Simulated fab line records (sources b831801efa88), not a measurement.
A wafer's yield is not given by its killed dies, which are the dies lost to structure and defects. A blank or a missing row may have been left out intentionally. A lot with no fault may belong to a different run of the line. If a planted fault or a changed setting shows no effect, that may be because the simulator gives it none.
Which tool was responsible?    flow sky130    Sampling: 10 lots, 30 wafers, 2 of 708 route steps

WHAT THE GAUGES READ, wafer by wafer
SKY_VIA1_OVL_MEAS_13.
lot   measured      on          VIA1_OVL (nm)
L166  day 34 00:14  overlay-01  -5 0 3
L167  day 34 07:23  overlay-02  -7 -12 -1
L170  day 36 01:56  overlay-01  -4 -9 -2
L175  day 38 00:57  overlay-01  1 -4 -4
L176  day 38 05:32  overlay-01  -1 2 -4
L180  day 38 10:54  overlay-02  -9 -6 -6
L183  day 39 09:17  overlay-01  -4 0 -1
L184  day 40 01:20  overlay-01  -2 1 7
L186  day 40 02:06  overlay-02  2 3 -4
L187  day 40 14:56  overlay-02  1 4 -10

SKY_METAL2_RS_MEAS_05: measures by four-point-probe.
lot   measured      on            METAL2_ALCU_RS (ohm/sq)
L166  day 34 01:46  filmMetro-03  0.1298 0.1255 0.1290
L167  day 34 09:01  filmMetro-02  0.1260 0.1235 0.1285
L170  day 36 03:28  filmMetro-03  0.1291 0.1269 0.1281
L175  day 38 02:29  filmMetro-01  0.1267 0.1287 0.1270
L176  day 38 07:01  filmMetro-02  0.1277 0.1282 0.1287
L180  day 38 12:25  filmMetro-02  0.1263 0.1254 0.1261
L183  day 39 10:49  filmMetro-01  0.1253 0.1252 0.1231
L184  day 40 02:56  filmMetro-02  0.1267 0.1271 0.1278
L186  day 40 03:56  filmMetro-02  0.1254 0.1276 0.1272
L187  day 40 16:25  filmMetro-03  0.1263 0.1267 0.1260

TOOL THAT RAN EACH LOT (tool first, then ch and the chambers of the sampled wafers, then the start)
Record: no process step prior to these readings.

AS READ BY THE TOOLS THEMSELVES (means over the sampled wafers that have a number; for cases with no such wafer, the mark the record gives instead)
The record holds no such reading with a usual standard deviation.

THE ANSWER, worked out from the rows above alone
Rule: the lots themselves supply what counts as usual. Put in order of their means at a reading, lots are off if they are a third of the lots or fewer, leave a main group of 4 or more, and stand apart from it by a gap of 3 or more times the standard deviation of the main group's means; of several such gaps the widest counts. If all means in a main group match to the digits the tables above print for the reading, that group is not used. A lot without any number at a reading at which 4 lots or more have one is off too. All remaining lots with rows at the step are treated as sound. First the gauges in route order, then the tools' own readings, where a lot's mean is used as printed above. The first step at which some lot is off is used, and at that step the reading that is off furthest; a lot without a number counts as furthest.
No lot is off at any reading shown: from this, nothing can be told.

WHAT THE SIMULATOR HAD PUT IN
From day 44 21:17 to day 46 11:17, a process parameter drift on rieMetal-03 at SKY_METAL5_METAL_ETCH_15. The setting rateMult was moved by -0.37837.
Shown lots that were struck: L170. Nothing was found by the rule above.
